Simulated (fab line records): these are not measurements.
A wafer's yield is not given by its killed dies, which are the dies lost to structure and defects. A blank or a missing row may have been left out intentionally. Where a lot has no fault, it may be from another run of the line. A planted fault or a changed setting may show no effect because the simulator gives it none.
Which tool was responsible? -- flow sky130 -- 13 lots, 39 wafers sampled, at 4 steps of a route of 708

## WHAT THE GAUGES SHOWED, per wafer
SKY_FIELD_ISO_THK_MEAS_02.
lot,measured,on,FIELD_ISO_OXIDATION_00_THK (nm)
L661,day 1 12:32,film metro-04,11.92 12.19 12.26
L662,day 1 17:02,film metro-01,12.22 12.48 12.39
L664,day 2 03:30,film metro-04,12.27 12.12 12.31
L665,day 2 09:06,film metro-02,12.30 12.47 12.38
L668,day 2 22:38,film metro-02,12.28 12.16 12.44
L669,day 3 03:38,film metro-02,12.14 12.24 12.12
L671,day 3 13:49,film metro-04,11.63 11.82 11.75
L672,day 3 18:38,film metro-02,12.10 11.92 12.01
L673,day 4 01:00,film metro-02,11.66 11.47 11.60
L676,day 4 14:38,film metro-04,12.07 11.75 11.99
L677,day 4 19:39,film metro-01,12.22 12.17 12.14
L678,day 5 01:22,film metro-02,11.96 11.70 11.77
L679,day 5 05:38,film metro-01,11.81 11.51 11.60

SKY_POLY_GATE_THK_MEAS_01.
lot,measured,on,POLY_GATE_CVD_00_THK (nm)
L661,day 13 23:55,film metro-03,179.8 180.7 179.8
L662,day 14 01:43,film metro-01,180.3 181.2 182.1
L664,day 14 18:36,film metro-03,177.9 179.0 179.4
L665,day 15 04:22,film metro-01,181.0 181.4 180.6
L668,day 16 04:41,film metro-04,180.7 179.7 179.6
L669,day 17 00:59,film metro-01,180.7 179.9 180.7
L671,day 17 05:35,film metro-01,179.2 181.0 179.1
L672,day 17 07:08,film metro-03,178.7 179.3 179.3
L673,day 18 01:40,film metro-04,178.7 178.7 179.8
L676,day 19 12:27,film metro-04,180.2 181.2 179.8
L677,day 19 12:28,film metro-01,177.2 178.5 178.1
L678,day 20 00:46,film metro-04,179.3 180.1 180.5
L679,day 20 00:46,film metro-03,181.1 182.1 180.1

SKY_LDD_HVP_TW_MEAS_10.
lot,measured,on,LDD_HVP_TW
L661,day 21 14:22,film metro-04,471 467 467
L662,day 21 16:02,film metro-04,469 467 466
L664,day 22 11:18,film metro-03,456 458 458
L665,day 23 00:03,film metro-02,459 459 461
L668,day 23 22:40,film metro-04,466 468 466
L669,day 25 01:40,film metro-04,468 467 468
L671,day 25 02:16,film metro-02,459 462 461
L672,day 25 02:37,film metro-02,461 461 460
L673,day 25 21:52,film metro-03,455 452 452
L676,day 27 03:39,film metro-03,704 708 708
L677,day 27 05:56,film metro-04,717 718 717
L678,day 27 17:05,film metro-03,712 707 712
L679,day 27 17:01,film metro-04,719 716 721

## TOOL THAT RAN EACH LOT (tool first, then ch and the chambers of the sampled wafers, then the start)
lot,SKY_LDD_HVP_IMPLANT_08
L661,"implanter-02 ch 0, day 21 14:07"
L662,"implanter-04 ch 0, day 21 15:44"
L664,"implanter-04 ch 0, day 22 11:03"
L665,"implanter-03 ch 0, day 22 23:48"
L668,"implanter-04 ch 0, day 23 22:25"
L669,"implanter-02 ch 0, day 25 01:25"
L671,"implanter-04 ch 0, day 25 02:01"
L672,"implanter-02 ch 0, day 25 02:23"
L673,"implanter-02 ch 0, day 25 21:38"
L676,"implanter-03 ch 0, day 27 03:24"
L677,"implanter-04 ch 0, day 27 05:43"
L678,"implanter-03 ch 0, day 27 16:52"
L679,"implanter-04 ch 0, day 27 16:47"
- SKY_LDD_HVP_IMPLANT_08

## WHAT THE TOOLS THEMSELVES READ (means of the sampled wafers that have a number; where no wafer has one, the mark that the record gives instead)
SKY_LDD_HVP_IMPLANT_08.
lot,tool,end station pressure torr (Torr)
L661,implanter-02,5.02e-06
L662,implanter-04,5.03e-06
L664,implanter-04,5.07e-06
L665,implanter-03,5.11e-06
L668,implanter-04,5.02e-06
L669,implanter-02,5.08e-06
L671,implanter-04,5.29e-06
L672,implanter-02,5.10e-06
L673,implanter-02,5.17e-06
L676,implanter-03,5.10e-06
L677,implanter-04,5.14e-06
L678,implanter-03,5.16e-06
L679,implanter-04,4.84e-06

## THE ANSWER, worked out from the rows above alone
Rule: the lots themselves supply what counts as usual. The widest of any qualifying gaps counts: lots, ordered by their means at a reading, are off when they make up no more than a third of the lots, leave a main group of 4 or more, and stand apart from it by 3 or more times the standard deviation of that group's means. A main group is skipped when, at the precision printed for the reading in the tables above, its means are all equal. A lot without any number at a reading at which 4 lots or more have one is off too. Any other lot the step has rows for is counted as sound. The gauges are gone through in route order, then the tools' own readings, and for those a lot's mean is taken as printed above. At the first step where some lot is off, the reading lying furthest off is the one used; lots without a number count as furthest.
Off: L676, L677, L678, L679, at SKY_LDD_HVP_TW_MEAS_10 (LDD_HVP_TW). The main group: mean 462, standard deviation 5.1.
If a tool, at a process step before that reading, ran all the lots that are off and no sound lot after the first of them, it fits. Gauges at SKY_LDD_HVP_TW_MEAS_10: tried the same way as those tools. None of those tried fits.

## WHAT THE SIMULATOR HAD PUT IN
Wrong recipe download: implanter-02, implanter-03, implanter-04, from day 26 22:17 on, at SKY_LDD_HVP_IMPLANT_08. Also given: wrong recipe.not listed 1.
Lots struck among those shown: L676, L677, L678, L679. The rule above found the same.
